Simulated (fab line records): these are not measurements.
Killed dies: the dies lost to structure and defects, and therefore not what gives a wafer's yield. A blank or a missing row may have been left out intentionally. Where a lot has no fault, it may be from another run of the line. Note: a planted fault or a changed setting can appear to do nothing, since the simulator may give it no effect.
Matching of chambers / flow gf180mcu / 3 sister chambers for GF_V3_CVD_00 on hdpcvd-02
The step deposits SiO2, target thk 600 nm, time 100 s. 6 wafers are shown with their chamber, then 9 later ones without.

## EACH WAFER AND ITS CHAMBER
wafer=L472.1; chamber=1; sih4 flow sccm (sccm)=59.95
wafer=L472.3; chamber=2; sih4 flow sccm (sccm)=59.92
wafer=L472.5; chamber=1; sih4 flow sccm (sccm)=59.71
wafer=L477.3; chamber=0; sih4 flow sccm (sccm)=59.84
wafer=L477.4; chamber=2; sih4 flow sccm (sccm)=59.66
wafer=L477.5; chamber=0; sih4 flow sccm (sccm)=60.04

## WAFERS WHOSE CHAMBER IS MISSING
wafer=L484.3; sih4 flow sccm (sccm)=60.10
wafer=L484.4; sih4 flow sccm (sccm)=59.81
wafer=L484.5; sih4 flow sccm (sccm)=59.95
wafer=L485.3; sih4 flow sccm (sccm)=59.76
wafer=L485.5; sih4 flow sccm (sccm)=59.74
wafer=L485.6; sih4 flow sccm (sccm)=59.82
wafer=L486.2; sih4 flow sccm (sccm)=59.95
wafer=L486.4; sih4 flow sccm (sccm)=60.01
wafer=L486.6; sih4 flow sccm (sccm)=59.95

## CHAMBER TAKEN BY EACH
wafer=L484.3; from the rows above=can't be placed: 0 or 1 or 2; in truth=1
wafer=L484.4; from the rows above=can't be placed: 1 or 2 or 0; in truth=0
wafer=L484.5; from the rows above=can't be placed: 0 or 1 or 2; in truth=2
wafer=L485.3; from the rows above=can't be placed: 2 or 1 or 0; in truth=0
wafer=L485.5; from the rows above=can't be placed: 2 or 1 or 0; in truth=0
wafer=L485.6; from the rows above=can't be placed: 1 or 2 or 0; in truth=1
wafer=L486.2; from the rows above=can't be placed: 0 or 1 or 2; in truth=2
wafer=L486.4; from the rows above=can't be placed: 0 or 1 or 2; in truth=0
wafer=L486.6; from the rows above=can't be placed: 0 or 1 or 2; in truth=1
Placed correctly: 0 of 9. Cannot be placed on the basis of these rows: 9; the candidates contain the true chamber in 9. 0 placed wrongly.
How it was worked out, from the rows above alone: a wafer's distance from a chamber is the root of the sum, over the readings, of the square of ((its reading less the chamber's mean) divided by the reading's scatter). The wafer belongs to the nearest chamber; if the next one is less than 2 further off, it can't be placed. Each chamber's mean is taken over the wafers shown for it. The scatter: take each reading less its chamber's mean, square it, sum over the shown wafers, divide by the number of wafers less the number of chambers, and take the root.
